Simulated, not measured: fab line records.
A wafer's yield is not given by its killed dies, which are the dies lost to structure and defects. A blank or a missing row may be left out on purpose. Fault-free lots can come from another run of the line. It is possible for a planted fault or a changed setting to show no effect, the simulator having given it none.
Which tool did it? :: flow sfq_line :: 12 lots with 36 wafers sampled at 6 steps, on a route of 325 steps

WHAT THE GAUGES READ, wafer by wafer
SFQ_I4_OVL_MEAS_928. Usual: I4_OVL -2 nm, standard deviation 5.5.
lot: L146
measured: day 55 01:49
on: overlay-02
I4_OVL (nm): -4 -4 -6
flag: 

lot: L147
measured: day 55 06:37
on: overlay-02
I4_OVL (nm): -2 5 8
flag: 

lot: L150
measured: day 56 23:21
on: overlay-01
I4_OVL (nm): -2 0 2
flag: 

lot: L155
measured: day 59 00:41
on: overlay-01
I4_OVL (nm): -10 -9 -12
flag: 

lot: L160
measured: day 59 22:16
on: overlay-01
I4_OVL (nm): -5 -2 4
flag: 

lot: L162
measured: day 60 09:04
on: overlay-02
I4_OVL (nm): 1 -2 -2
flag: 

lot: L163
measured: day 60 11:28
on: overlay-01
I4_OVL (nm): 3 0 1
flag: 

lot: L165
measured: day 60 14:03
on: overlay-02
I4_OVL (nm): -9 -5 -3
flag: 

lot: L166
measured: day 61 18:45
on: overlay-01
I4_OVL (nm): -1 -3 6
flag: 

lot: L167
measured: day 61 22:11
on: overlay-01
I4_OVL (nm): 4 -6 2
flag: 

lot: L168
measured: day 62 00:35
on: overlay-01
I4_OVL (nm): -2 1 -1
flag: 

lot: L169
measured: day 62 06:11
on: overlay-01
I4_OVL (nm): -10 -8 -8
flag: 

SFQ_JJ_RS_MEAS_929: a four-point-probe measurement. Usual: JJ_NB_RS 1.053 ohm/sq, standard deviation 0.015.
lot: L146
measured: day 55 03:59
on: film_metro-01
JJ_NB_RS (ohm/sq): 1.067 1.078 1.065
flag: 

lot: L147
measured: day 55 08:47
on: film_metro-01
JJ_NB_RS (ohm/sq): 1.047 1.050 1.037
flag: 

lot: L150
measured: day 57 01:31
on: film_metro-02
JJ_NB_RS (ohm/sq): 1.057 1.048 1.049
flag: 

lot: L155
measured: day 59 02:53
on: film_metro-04
JJ_NB_RS (ohm/sq): 1.061 1.060 1.070
flag: 

lot: L160
measured: day 60 00:37
on: film_metro-01
JJ_NB_RS (ohm/sq): 1.043 1.044 1.043
flag: 

lot: L162
measured: day 60 11:16
on: film_metro-01
JJ_NB_RS (ohm/sq): 1.042 1.076 1.049
flag: 

lot: L163
measured: day 60 13:49
on: film_metro-02
JJ_NB_RS (ohm/sq): 1.061 1.049 1.047
flag: 

lot: L165
measured: day 60 16:14
on: film_metro-01
JJ_NB_RS (ohm/sq): 1.045 1.060 1.036
flag: 

lot: L166
measured: day 61 20:56
on: film_metro-01
JJ_NB_RS (ohm/sq): 1.043 1.073 1.058
flag: 

lot: L167
measured: day 62 00:20
on: film_metro-01
JJ_NB_RS (ohm/sq): 1.056 1.077 1.054
flag: 

lot: L168
measured: day 62 02:44
on: film_metro-04
JJ_NB_RS (ohm/sq): 1.052 1.064 1.065
flag: 

lot: L169
measured: day 62 08:22
on: film_metro-04
JJ_NB_RS (ohm/sq): 1.075 1.074 1.068
flag: 

SFQ_I5_OVL_MEAS_936. Usual: I5_OVL 0 nm, standard deviation 5.5.
lot: L146
measured: day 61 14:59
on: overlay-02
I5_OVL (nm): -9 -1 -4
flag: 

lot: L147
measured: day 61 17:23
on: overlay-02
I5_OVL (nm): 0 -3 -2
flag: 

lot: L150
measured: day 71 06:49
on: overlay-02
I5_OVL (nm): 0 -6 -5
flag: 

lot: L155
measured: day 73 05:32
on: overlay-02
I5_OVL (nm): 6 11 14
flag: 

lot: L160
measured: day 74 01:55
on: overlay-01
I5_OVL (nm): 7 3 6
flag: 

lot: L162
measured: day 74 07:55
on: overlay-02
I5_OVL (nm): 8 0 5
flag: 

lot: L163
measured: day 74 10:19
on: overlay-01
I5_OVL (nm): -3 5 1
flag: 

lot: L165
measured: day 74 15:07
on: overlay-02
I5_OVL (nm): -3 -7 -11
flag: 

lot: L166
measured: day 74 23:32
on: overlay-01
I5_OVL (nm): -4 4 -2
flag: 

lot: L167
measured: day 75 01:55
on: overlay-01
I5_OVL (nm): 12 8 7
flag: 

lot: L168
measured: day 75 05:31
on: overlay-02
I5_OVL (nm): 11 6 4
flag: 

lot: L169
measured: day 75 11:32
on: overlay-02
I5_OVL (nm): 0 6 -1
flag: 

WHAT TOOL EACH LOT RAN ON (gives the tool, then ch and the chambers of the sampled wafers, and finally the start)
lot: L146
SFQ_TRILAYER_I3_CMP_CMP_082: cmp-02 ch 0,2,3, day 43 05:00
SFQ_TRILAYER_I3_METRO_MEASURE_083: film_metro-01, day 43 06:37
SFQ_TRILAYER_I3_VIA_ETCH_VIA_ETCH_088: rie_diel-03 ch 0,3, day 43 10:08

lot: L147
SFQ_TRILAYER_I3_CMP_CMP_082: cmp-02 ch 1,2,3, day 43 11:22
SFQ_TRILAYER_I3_METRO_MEASURE_083: film_metro-03, day 43 13:59
SFQ_TRILAYER_I3_VIA_ETCH_VIA_ETCH_088: rie_diel-03 ch 1,2, day 43 17:35

lot: L150
SFQ_TRILAYER_I3_CMP_CMP_082: cmp-01 ch 0,1,3, day 45 09:17
SFQ_TRILAYER_I3_METRO_MEASURE_083: film_metro-01, day 45 10:54
SFQ_TRILAYER_I3_VIA_ETCH_VIA_ETCH_088: rie_diel-02 ch 0,2, day 45 18:31

lot: L155
SFQ_TRILAYER_I3_CMP_CMP_082: cmp-02 ch 0,1,2, day 47 03:18
SFQ_TRILAYER_I3_METRO_MEASURE_083: film_metro-01, day 47 05:49
SFQ_TRILAYER_I3_VIA_ETCH_VIA_ETCH_088: rie_diel-02 ch 2,3, day 52 19:54

lot: L160
SFQ_TRILAYER_I3_CMP_CMP_082: cmp-01 ch 0,2,3, day 48 17:23
SFQ_TRILAYER_I3_METRO_MEASURE_083: film_metro-01, day 48 19:31
SFQ_TRILAYER_I3_VIA_ETCH_VIA_ETCH_088: rie_diel-03 ch 0,2,3, day 54 04:18

lot: L162
SFQ_TRILAYER_I3_CMP_CMP_082: cmp-01 ch 1,2,3, day 49 07:36
SFQ_TRILAYER_I3_METRO_MEASURE_083: film_metro-02, day 49 10:13
SFQ_TRILAYER_I3_VIA_ETCH_VIA_ETCH_088: rie_diel-03 ch 1,2,3, day 54 15:06

lot: L163
SFQ_TRILAYER_I3_CMP_CMP_082: cmp-01 ch 1,2,3, day 49 10:06
SFQ_TRILAYER_I3_METRO_MEASURE_083: film_metro-01, day 49 13:13
SFQ_TRILAYER_I3_VIA_ETCH_VIA_ETCH_088: rie_diel-02 ch 0,1,2, day 54 18:42

lot: L165
SFQ_TRILAYER_I3_CMP_CMP_082: cmp-01 ch 1,2,3, day 50 10:38
SFQ_TRILAYER_I3_METRO_MEASURE_083: film_metro-03, day 50 13:15
SFQ_TRILAYER_I3_VIA_ETCH_VIA_ETCH_088: rie_diel-04 ch 0,1,2, day 55 13:54

lot: L166
SFQ_TRILAYER_I3_CMP_CMP_082: cmp-01 ch 0,2,3, day 50 22:38
SFQ_TRILAYER_I3_METRO_MEASURE_083: film_metro-01, day 51 01:27
SFQ_TRILAYER_I3_VIA_ETCH_VIA_ETCH_088: rie_diel-02 ch 0,1,3, day 56 04:18

lot: L167
SFQ_TRILAYER_I3_CMP_CMP_082: cmp-01 ch 1,2,3, day 51 01:38
SFQ_TRILAYER_I3_METRO_MEASURE_083: film_metro-03, day 51 04:15
SFQ_TRILAYER_I3_VIA_ETCH_VIA_ETCH_088: rie_diel-03 ch 0,3, day 56 05:30

lot: L168
SFQ_TRILAYER_I3_CMP_CMP_082: cmp-01 ch 0,1, day 51 04:08
SFQ_TRILAYER_I3_METRO_MEASURE_083: film_metro-03, day 51 07:15
SFQ_TRILAYER_I3_VIA_ETCH_VIA_ETCH_088: rie_diel-04 ch 2,3, day 56 07:50

lot: L169
SFQ_TRILAYER_I3_CMP_CMP_082: cmp-02 ch 0,2,3, day 51 09:48
SFQ_TRILAYER_I3_METRO_MEASURE_083: film_metro-02, day 51 11:37
SFQ_TRILAYER_I3_VIA_ETCH_VIA_ETCH_088: rie_diel-02 ch 0,1,3, day 56 15:02
- SFQ_TRILAYER_I3_CMP_CMP_082: polishes SiO2.
- SFQ_TRILAYER_I3_METRO_MEASURE_083
- SFQ_TRILAYER_I3_VIA_ETCH_VIA_ETCH_088: etches SiO2 in CHF3, stops on Nb, target depth 260 nm.

AS READ BY THE TOOLS THEMSELVES (means over the sampled wafers that have a number; for cases with no such wafer, the mark the record gives instead)
SFQ_TRILAYER_I3_CMP_CMP_082. Usual: motor_current_A 10.0 A, standard deviation 1.5; time_to_endpoint_s 218 s, standard deviation 7.1.
lot: L146
tool: cmp-02
motor_current_A (A): 9.3
time_to_endpoint_s (s): 226
flag: 

lot: L147
tool: cmp-02
motor_current_A (A): 10.2
time_to_endpoint_s (s): 216
flag: 

lot: L150
tool: cmp-01
motor_current_A (A): 10.7
time_to_endpoint_s (s): 217
flag: 

lot: L155
tool: cmp-02
motor_current_A (A): 10.2
time_to_endpoint_s (s): 212
flag: 

lot: L160
tool: cmp-01
motor_current_A (A): 10.0
time_to_endpoint_s (s): 215
flag: 

lot: L162
tool: cmp-01
motor_current_A (A): 10.5
time_to_endpoint_s (s): 228
flag: 

lot: L163
tool: cmp-01
motor_current_A (A): 10.4
time_to_endpoint_s (s): 218
flag: 

lot: L165
tool: cmp-01
motor_current_A (A): 10.1
time_to_endpoint_s (s): 223
flag: 

lot: L166
tool: cmp-01
motor_current_A (A): 9.8
time_to_endpoint_s (s): 221
flag: 

lot: L167
tool: cmp-01
motor_current_A (A): 10.1
time_to_endpoint_s (s): 216
flag: 

lot: L168
tool: cmp-01
motor_current_A (A): 9.4
time_to_endpoint_s (s): 217
flag: 

lot: L169
tool: cmp-02
motor_current_A (A): 9.5
time_to_endpoint_s (s): 222
flag: 

SFQ_TRILAYER_I3_METRO_MEASURE_083. Usual: thk_nm 200.3 nm, standard deviation 0.99.
lot: L146
tool: film_metro-01
thk_nm (nm): 199.6
flag: 

lot: L147
tool: film_metro-03
thk_nm (nm): 200.1
flag: 

lot: L150
tool: film_metro-01
thk_nm (nm): 199.9
flag: 

lot: L155
tool: film_metro-01
thk_nm (nm): 206.5
flag: OFF

lot: L160
tool: film_metro-01
thk_nm (nm): 200.6
flag: 

lot: L162
tool: film_metro-02
thk_nm (nm): 200.9
flag: 

lot: L163
tool: film_metro-01
thk_nm (nm): 201.3
flag: 

lot: L165
tool: film_metro-03
thk_nm (nm): 200.6
flag: 

lot: L166
tool: film_metro-01
thk_nm (nm): 199.5
flag: 

lot: L167
tool: film_metro-03
thk_nm (nm): 200.8
flag: 

lot: L168
tool: film_metro-03
thk_nm (nm): 200.1
flag: 

lot: L169
tool: film_metro-02
thk_nm (nm): 201.3
flag: 

SFQ_TRILAYER_I3_VIA_ETCH_VIA_ETCH_088. Usual: drypump_motor_current_A 5.7 A, standard deviation 0.49; oes_product_au 0.856 a.u., standard deviation 0.0053.
lot: L146
tool: rie_diel-03
drypump_motor_current_A (A): 6.2
oes_product_au (a.u.): 0.858
flag: 

lot: L147
tool: rie_diel-03
drypump_motor_current_A (A): 5.7
oes_product_au (a.u.): 0.858
flag: 

lot: L150
tool: rie_diel-02
drypump_motor_current_A (A): 5.8
oes_product_au (a.u.): 0.855
flag: 

lot: L155
tool: rie_diel-02
drypump_motor_current_A (A): 5.9
oes_product_au (a.u.): 0.874
flag: OFF

lot: L160
tool: rie_diel-03
drypump_motor_current_A (A): 6.3
oes_product_au (a.u.): 0.857
flag: 

lot: L162
tool: rie_diel-03
drypump_motor_current_A (A): 6.1
oes_product_au (a.u.): 0.859
flag: 

lot: L163
tool: rie_diel-02
drypump_motor_current_A (A): 5.5
oes_product_au (a.u.): 0.857
flag: 

lot: L165
tool: rie_diel-04
drypump_motor_current_A (A): 5.6
oes_product_au (a.u.): 0.854
flag: 

lot: L166
tool: rie_diel-02
drypump_motor_current_A (A): 5.4
oes_product_au (a.u.): 0.857
flag: 

lot: L167
tool: rie_diel-03
drypump_motor_current_A (A): 6.2
oes_product_au (a.u.): 0.856
flag: 

lot: L168
tool: rie_diel-04
drypump_motor_current_A (A): 5.5
oes_product_au (a.u.): 0.860
flag: 

lot: L169
tool: rie_diel-02
drypump_motor_current_A (A): 5.3
oes_product_au (a.u.): 0.859
flag: 

THE ANSWER, worked out from the rows above alone
Rule: lot off if the mean of its wafers having a number is beyond 3 standard deviations from the usual mean. Also off: a lot with no number at a reading for which 4 or more lots have one. Where the step has rows for the other lots, those lots are counted as sound. After the gauges, taken in route order, come the tools' own readings; for these a lot's mean is taken, as printed above. At the first step where some lot is off, the reading lying furthest off is the one used; lots without a number count as furthest.
Off: L155 (SFQ_TRILAYER_I3_METRO_MEASURE_083, thk_nm).
A tool fits if, at that step or a process step before it, it ran every lot that is off, and no sound lot after the first of them. None of those tried fits.

WHAT THE SIMULATOR HAD INSERTED
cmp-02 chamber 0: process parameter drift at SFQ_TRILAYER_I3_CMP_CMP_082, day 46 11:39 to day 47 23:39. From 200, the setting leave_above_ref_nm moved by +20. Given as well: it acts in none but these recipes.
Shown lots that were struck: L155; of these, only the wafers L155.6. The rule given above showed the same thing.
